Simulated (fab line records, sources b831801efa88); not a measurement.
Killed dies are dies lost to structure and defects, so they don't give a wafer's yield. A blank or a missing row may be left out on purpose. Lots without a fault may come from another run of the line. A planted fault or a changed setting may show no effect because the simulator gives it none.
Chamber matching | flow sky130 | SKY_CONTACT_CMP_27 on cmp-01: 4 sister chambers
The step polishes, stops on SiO2, t overpolish 15 s, target thk 0 nm. 8 wafers are shown with their chamber, then 8 later ones without.

WAFERS WITH THEIR CHAMBER
wafer  | chamber | motor_current_A (A) | time_to_endpoint_s (s)
L839.1 | 0       | 9.8                 | 79
L845.4 | 3       | 11.9                | 84
L849.1 | 2       | 13.8                | 80
L849.4 | 0       | 10.1                | 76
L851.1 | 3       | 12.2                | 84
L851.2 | 2       | 14.4                | 80
L851.3 | 1       | 9.6                 | 77
L859.1 | 1       | 10.3                | 74

WAFERS WITHOUT THEIR CHAMBER
wafer  | motor_current_A (A) | time_to_endpoint_s (s)
L859.3 | 12.9                | 81
L859.5 | 10.3                | 76
L861.2 | 9.8                 | 76
L861.4 | 13.6                | 78
L861.5 | 12.4                | 84
L862.1 | 13.3                | 74
L862.3 | 9.9                 | 73
L862.6 | 10.3                | 74

WHICH CHAMBER EACH WENT THROUGH
wafer  | from the rows above     | in truth
L859.3 | can't be placed: 3 or 2 | 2
L859.5 | can't be placed: 1 or 0 | 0
L861.2 | can't be placed: 1 or 0 | 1
L861.4 | 2                       | 2
L861.5 | 3                       | 3
L862.1 | 2                       | 2
L862.3 | can't be placed: 1 or 0 | 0
L862.6 | can't be placed: 1 or 0 | 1
Placed correctly: 3 of 8. Can't be placed from these rows: 5 (the true chamber is among the candidates in 5). Placed wrongly: 0.
How it was worked out, from the rows above alone: a wafer's distance from a chamber is the root of the sum, over the readings, of the square of ((its reading less the chamber's mean) divided by the reading's scatter). The wafer belongs to the nearest chamber; if the next one is less than 2 further off, it can't be placed. A chamber's mean is the mean of its shown wafers. The scatter: the root of (the sum of the squares of (reading less its chamber's mean) over the shown wafers, divided by (wafers less chambers)).
